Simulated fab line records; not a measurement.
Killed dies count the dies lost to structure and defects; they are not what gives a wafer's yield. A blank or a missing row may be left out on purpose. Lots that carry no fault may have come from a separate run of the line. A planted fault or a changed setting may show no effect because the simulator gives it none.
Shared-tool check | flow gf180mcu | Sample size 12 lots and 36 wafers

## REASON FOR OPENING
GF_V4_THK_MEAS_01, reading V4_CVD_00_THK: flagged on 3 of 12 lots. No-fault wafers: 604 nm, standard deviation 7.9.
Rule: a lot is flagged in two cases, either no wafer of it has a number, or all its wafers with numbers fall more than 4 standard deviations from that mean. All remaining lots are regarded as sound.

lot  | measured     | on            | V4_CVD_00_THK (nm), wafer by wafer | flag
L797 | day 23 23:48 | film_metro-04 | 1225 1211 1221                     | FLAGGED
L801 | day 25 04:34 | film_metro-04 | 1219 1224 1230                     | FLAGGED
L806 | day 26 21:52 | film_metro-04 | 1218 1193 1190                     | FLAGGED
L808 | day 27 17:16 | film_metro-02 | 615 604 608                        |
L809 | day 27 21:50 | film_metro-01 | 609 598 596                        |
L810 | day 28 03:37 | film_metro-02 | 608 605 596                        |
L811 | day 28 10:35 | film_metro-02 | 599 616 593                        |
L812 | day 28 16:41 | film_metro-01 | 603 618 606                        |
L814 | day 29 06:37 | film_metro-04 | 615 600 612                        |
L815 | day 29 15:08 | film_metro-02 | 610 593 601                        |
L816 | day 29 22:24 | film_metro-04 | 603 610 614                        |
L819 | day 30 13:52 | film_metro-04 | 598 618 603                        |
On average the flagged lots' numbers are 1215 nm, which is +611 nm against the usual, or +77 standard deviations.

## TOOL THAT RAN EACH LOT
The record holds 2 process steps before the reading, out of a route of 602 steps. Each cell gives the tool, then ch followed by the chambers the sampled wafers passed through, then the start.
lot  | flag    | GF_M4_SPUTTER_02             | GF_V4_CVD_00
L797 | FLAGGED | pvd_sputter-02, day 22 23:27 | hdpcvd-01 ch 0,1, day 23 23:28
L801 | FLAGGED | pvd_sputter-03, day 24 05:44 | hdpcvd-01 ch 0,2, day 25 04:15
L806 | FLAGGED | pvd_sputter-01, day 25 23:56 | hdpcvd-01 ch 0,2, day 26 21:34
L808 |         | pvd_sputter-03, day 26 20:28 | hdpcvd-01 ch 0,1,2, day 27 17:04
L809 |         | pvd_sputter-02, day 27 00:05 | hdpcvd-01 ch 0,1,2, day 27 21:46
L810 |         | pvd_sputter-02, day 27 06:23 | hdpcvd-01 ch 0,1,2, day 28 03:33
L811 |         | pvd_sputter-01, day 27 14:13 | hdpcvd-02 ch 0,1,2, day 28 10:31
L812 |         | pvd_sputter-01, day 27 20:14 | hdpcvd-02 ch 0,1,2, day 28 16:36
L814 |         | pvd_sputter-03, day 28 09:58 | hdpcvd-01 ch 0,2, day 29 06:31
L815 |         | pvd_sputter-02, day 28 18:46 | hdpcvd-01 ch 0,1,2, day 29 15:02
L816 |         | pvd_sputter-02, day 29 02:29 | hdpcvd-02 ch 0,2, day 29 22:19
L819 |         | pvd_sputter-03, day 29 18:26 | hdpcvd-01 ch 0,1,2, day 30 13:47
What is done by these steps:
- GF_M4_SPUTTER_02: material AlCu, target thk 450 nm, time 23.9 s.
- GF_V4_CVD_00: deposits SiO2, target thk 600 nm, time 100 s.
- GF_V4_THK_MEAS_01

## FLAGGED OVER TOTAL, TOOL BY TOOL (the gauges that took the reading come last)
step              | tool           | lots run | flagged | share of the flagged lots | sound lots run after its first flagged lot
GF_M4_SPUTTER_02  | pvd_sputter-01 | 3        | 1       | some                      | 2 (L811,L812)
GF_M4_SPUTTER_02  | pvd_sputter-02 | 5        | 1       | some                      | 4 (L809,L810,L815,L816)
GF_M4_SPUTTER_02  | pvd_sputter-03 | 4        | 1       | some                      | 3 (L808,L814,L819)
GF_V4_CVD_00      | hdpcvd-01      | 9        | 3       | all                       | 6 (L808,L809,L810,L814,L815,L819)
GF_V4_CVD_00      | hdpcvd-02      | 3        | 0       | none                      | -
GF_V4_THK_MEAS_01 | film_metro-01  | 2        | 0       | none                      | -
GF_V4_THK_MEAS_01 | film_metro-02  | 4        | 0       | none                      | -
GF_V4_THK_MEAS_01 | film_metro-04  | 6        | 3       | all                       | 3 (L814,L816,L819)

## THE TABLE: WHAT IT ALLOWS
2 rows of the table ran every flagged lot: hdpcvd-01 at GF_V4_CVD_00, film_metro-04 at GF_V4_THK_MEAS_01.
- hdpcvd-01 at GF_V4_CVD_00: 3 of its 9 lots flagged. Sound lots followed the first flagged one (L808, L809, L810, L814, L815, L819) on it, something a lasting fault affecting the whole tool could not allow.
- film_metro-04 at GF_V4_THK_MEAS_01: 3 of its 6 lots flagged. Sound lots followed the first flagged one (L814, L816, L819) on it, something a lasting fault affecting the whole tool could not allow.
No row of the table ran every flagged lot and no sound lot after the first.

## WHAT THE SIMULATOR PUT IN
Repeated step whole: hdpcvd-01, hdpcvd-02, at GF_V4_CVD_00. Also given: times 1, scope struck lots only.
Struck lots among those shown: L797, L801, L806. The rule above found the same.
